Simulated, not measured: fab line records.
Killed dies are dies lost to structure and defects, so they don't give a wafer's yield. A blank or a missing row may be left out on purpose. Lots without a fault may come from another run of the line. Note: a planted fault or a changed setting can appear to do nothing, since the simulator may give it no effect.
Which tool did it? | flow gf180mcu | 11 lots, 33 wafers sampled, at 3 steps of a route of 602

WHAT EACH GAUGE READ, for each wafer
GF_M3_RS_MEAS_05: measurement is done with a four-point probe.
lot  | measured     | on            | M3_ALCU_RS (ohm/sq)
L461 | day 21 03:57 | film metro-04 | 0.0685 0.0696 0.0690
L462 | day 21 15:34 | film metro-01 | 0.0699 0.0692 0.0708
L463 | day 21 16:51 | film metro-03 | 0.0690 0.0703 0.0701
L466 | day 23 04:54 | film metro-03 | 0.0707 0.0687 0.0699
L467 | day 23 10:46 | film metro-04 | 0.0717 0.0705 0.0711
L469 | day 23 23:47 | film metro-04 | 0.0715 0.0707 0.0704
L468 | day 24 00:11 | film metro-03 | 0.0688 0.0689 0.0704
L474 | day 25 11:40 | film metro-04 | 0.0498 0.0493 0.0683
L480 | day 27 13:25 | film metro-03 | 0.0699 0.0692 0.0693
L483 | day 28 10:50 | film metro-03 | 0.0694 0.0688 0.0690
L484 | day 28 15:56 | film metro-01 | 0.0683 0.0690 0.0696

EACH LOT AND THE TOOL THAT RAN IT (in order: tool; ch and the chambers of the sampled wafers; start)
lot  | GF_V2_ETCH_17                                 | GF_M3_SPUTTER_02
L461 | rie diel-01 ch 0,1, day 21 03:49 or earlier   | pvd sputter-01, day 21 03:49
L462 | rie diel-03 ch 0,1,2, day 21 15:27 or earlier | pvd sputter-04, day 21 15:27
L463 | rie diel-03 ch 0,2,3, day 21 16:44 or earlier | pvd sputter-01, day 21 16:44
L466 | rie diel-01 ch 1,3, day 23 04:47 or earlier   | pvd sputter-04, day 23 04:47
L467 | rie diel-01 ch 0,3, day 23 10:39 or earlier   | pvd sputter-01, day 23 10:39
L469 | rie diel-02 ch 1,2,3, day 23 23:41 or earlier | pvd sputter-01, day 23 23:41
L468 | rie diel-01 ch 1,2,3, day 24 00:06 or earlier | pvd sputter-04, day 24 00:06
L474 | rie diel-03 ch 0,1,3, day 25 11:34 or earlier | pvd sputter-04, day 25 11:34
L480 | rie diel-03 ch 2,3, day 27 13:19 or earlier   | pvd sputter-03, day 27 13:19
L483 | rie diel-01 ch 0,2,3, day 28 10:44 or earlier | pvd sputter-01, day 28 10:44
L484 | rie diel-01 ch 0,1,2, day 28 15:47 or earlier | pvd sputter-01, day 28 15:47
- GF_V2_ETCH_17: etches SiO2 in C4F8/O2/Ar, stops on TiN, target depth 630 nm.
- GF_M3_SPUTTER_02: material AlCu, target thk 450 nm, time 23.9 s.

THE ANSWER, worked out from the rows above alone
Rule: usual is defined by the lots themselves. The widest of any qualifying gaps counts: lots, ordered by their means at a reading, are off when they make up no more than a third of the lots, leave a main group of 4 or more, and stand apart from it by 3 or more times the standard deviation of that group's means. The tables above print the reading to a certain number of digits; a main group whose means all agree to those digits is not used. A lot without any number at a reading at which 4 lots or more have one is off too. All remaining lots with rows at the step are treated as sound.
Off: L474, seen at GF_M3_RS_MEAS_05 (M3_ALCU_RS). Main group: mean 0.0697 ohm/sq, sd 0.0007.
If a tool, at a process step before that reading, ran all the lots that are off and no sound lot after the first of them, it fits. The gauges at GF_M3_RS_MEAS_05 are tried like those tools. Because GF_V2_ETCH_17 lacks a start for some lots, the hours and order of its lots are taken from GF_M3_SPUTTER_02. 2 tools fit, pvd sputter-04 at GF_M3_SPUTTER_02 and film metro-04 at GF_M3_RS_MEAS_05, so this cannot tell which one it is.

WHAT THE SIMULATOR HAD INSERTED
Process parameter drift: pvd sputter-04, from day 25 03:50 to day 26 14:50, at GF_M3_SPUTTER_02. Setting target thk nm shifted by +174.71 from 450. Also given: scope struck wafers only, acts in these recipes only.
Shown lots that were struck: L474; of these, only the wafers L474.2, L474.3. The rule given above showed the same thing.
